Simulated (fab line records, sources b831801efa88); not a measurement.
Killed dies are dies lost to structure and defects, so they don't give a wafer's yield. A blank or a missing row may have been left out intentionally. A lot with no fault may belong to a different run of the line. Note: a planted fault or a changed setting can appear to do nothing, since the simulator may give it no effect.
Commonality check across tools :: flow sky130 :: Sampled: 12 lots, 36 wafers

## THE REASON FOR OPENING IT
SKY_LDD_HVP_TW_MEAS_10, reading LDD_HVP_TW: flagged on 3 of 12 lots. Wafers without a fault read 454, standard deviation 4.
Rule: flag the lot when none of its wafers has a number, or when each of its wafers that has one lies beyond 4 standard deviations from that mean. The rest of the lots are taken to be sound.

lot: L684
measured: day 22 17:41
on: filmMetro-01
LDD_HVP_TW, wafer by wafer: 458 459 460
flag: 

lot: L685
measured: day 23 09:35
on: filmMetro-01
LDD_HVP_TW, wafer by wafer: 569 570 564
flag: FLAGGED

lot: L690
measured: day 24 17:53
on: filmMetro-01
LDD_HVP_TW, wafer by wafer: 565 568 570
flag: FLAGGED

lot: L691
measured: day 25 08:08
on: filmMetro-03
LDD_HVP_TW, wafer by wafer: 555 556 556
flag: FLAGGED

lot: L695
measured: day 26 13:38
on: filmMetro-01
LDD_HVP_TW, wafer by wafer: 457 457 457
flag: 

lot: L696
measured: day 26 22:55
on: filmMetro-01
LDD_HVP_TW, wafer by wafer: 458 458 457
flag: 

lot: L697
measured: day 27 10:58
on: filmMetro-04
LDD_HVP_TW, wafer by wafer: 455 450 453
flag: 

lot: L699
measured: day 27 22:48
on: filmMetro-03
LDD_HVP_TW, wafer by wafer: 445 446 446
flag: 

lot: L701
measured: day 28 11:43
on: filmMetro-01
LDD_HVP_TW, wafer by wafer: 457 457 456
flag: 

lot: L703
measured: day 29 13:43
on: filmMetro-01
LDD_HVP_TW, wafer by wafer: 458 458 461
flag: 

lot: L704
measured: day 29 19:49
on: filmMetro-04
LDD_HVP_TW, wafer by wafer: 456 453 453
flag: 

lot: L705
measured: day 30 06:27
on: filmMetro-04
LDD_HVP_TW, wafer by wafer: 455 454 454
flag: 
On average the flagged lots' numbers are 564, which is +110 against the usual, or +27 standard deviations.

## TOOL THAT RAN EACH LOT
The record holds 2 process steps before the reading, out of a route of 708 steps. Cell contents, in order: the tool; ch with the chambers the sampled wafers went through; the start.
lot: L684
flag: 
SKY_POLY_GATE_ETCH_17: rieSi-02 ch 0,1,2, day 17 10:54
SKY_LDD_HVP_IMPLANT_08: implanter-03 ch 0, day 22 17:26

lot: L685
flag: FLAGGED
SKY_POLY_GATE_ETCH_17: rieSi-01 ch 1,2, day 18 00:13
SKY_LDD_HVP_IMPLANT_08: implanter-02 ch 0, day 23 08:59

lot: L690
flag: FLAGGED
SKY_POLY_GATE_ETCH_17: rieSi-01 ch 0,1,2, day 19 11:33
SKY_LDD_HVP_IMPLANT_08: implanter-04 ch 0, day 24 17:21

lot: L691
flag: FLAGGED
SKY_POLY_GATE_ETCH_17: rieSi-02 ch 0,1,2, day 20 02:24
SKY_LDD_HVP_IMPLANT_08: implanter-04 ch 0, day 25 07:34

lot: L695
flag: 
SKY_POLY_GATE_ETCH_17: rieSi-02 ch 0,1,3, day 21 10:01
SKY_LDD_HVP_IMPLANT_08: implanter-03 ch 0, day 26 13:23

lot: L696
flag: 
SKY_POLY_GATE_ETCH_17: rieSi-01 ch 0,2, day 21 19:00
SKY_LDD_HVP_IMPLANT_08: implanter-02 ch 0, day 26 22:42

lot: L697
flag: 
SKY_POLY_GATE_ETCH_17: rieSi-02 ch 0,1,2, day 22 04:35
SKY_LDD_HVP_IMPLANT_08: implanter-02 ch 0, day 27 10:45

lot: L699
flag: 
SKY_POLY_GATE_ETCH_17: rieSi-02 ch 0,2,3, day 22 20:41
SKY_LDD_HVP_IMPLANT_08: implanter-03 ch 0, day 27 22:34

lot: L701
flag: 
SKY_POLY_GATE_ETCH_17: rieSi-02 ch 0,2, day 23 10:37
SKY_LDD_HVP_IMPLANT_08: implanter-02 ch 0, day 28 11:28

lot: L703
flag: 
SKY_POLY_GATE_ETCH_17: rieSi-02 ch 0,1,2, day 24 09:45
SKY_LDD_HVP_IMPLANT_08: implanter-03 ch 0, day 29 13:31

lot: L704
flag: 
SKY_POLY_GATE_ETCH_17: rieSi-01 ch 0,1, day 24 21:30
SKY_LDD_HVP_IMPLANT_08: implanter-02 ch 0, day 29 19:34

lot: L705
flag: 
SKY_POLY_GATE_ETCH_17: rieSi-01 ch 0,1, day 25 06:58
SKY_LDD_HVP_IMPLANT_08: implanter-04 ch 0, day 30 06:12
What these steps do:
- SKY_POLY_GATE_ETCH_17: etches poly-Si in HBr/Cl2, stops on SiO2, target depth 180 nm, time 70.5 s.
- SKY_LDD_HVP_IMPLANT_08
- SKY_LDD_HVP_TW_MEAS_10

## FLAGGED AGAINST TOTAL, ONE TOOL AT A TIME (gauges that did the reading follow at the end)
step: SKY_POLY_GATE_ETCH_17
tool: rieSi-01
lots run: 5
flagged: 2
share of the flagged lots: some
sound lots run after its first flagged lot: 3 (L696,L704,L705)

step: SKY_POLY_GATE_ETCH_17
tool: rieSi-02
lots run: 7
flagged: 1
share of the flagged lots: some
sound lots run after its first flagged lot: 5 (L695,L697,L699,L701,L703)

step: SKY_LDD_HVP_IMPLANT_08
tool: implanter-02
lots run: 5
flagged: 1
share of the flagged lots: some
sound lots run after its first flagged lot: 4 (L696,L697,L701,L704)

step: SKY_LDD_HVP_IMPLANT_08
tool: implanter-03
lots run: 4
flagged: 0
share of the flagged lots: none
sound lots run after its first flagged lot: -

step: SKY_LDD_HVP_IMPLANT_08
tool: implanter-04
lots run: 3
flagged: 2
share of the flagged lots: some
sound lots run after its first flagged lot: 1 (L705)

step: SKY_LDD_HVP_TW_MEAS_10
tool: filmMetro-01
lots run: 7
flagged: 2
share of the flagged lots: some
sound lots run after its first flagged lot: 4 (L695,L696,L701,L703)

step: SKY_LDD_HVP_TW_MEAS_10
tool: filmMetro-03
lots run: 2
flagged: 1
share of the flagged lots: some
sound lots run after its first flagged lot: 1 (L699)

step: SKY_LDD_HVP_TW_MEAS_10
tool: filmMetro-04
lots run: 3
flagged: 0
share of the flagged lots: none
sound lots run after its first flagged lot: -

## WHAT IS ALLOWED BY THE TABLE
No row of the table ran every flagged lot.

## WHAT THE SIMULATOR HAD INSERTED
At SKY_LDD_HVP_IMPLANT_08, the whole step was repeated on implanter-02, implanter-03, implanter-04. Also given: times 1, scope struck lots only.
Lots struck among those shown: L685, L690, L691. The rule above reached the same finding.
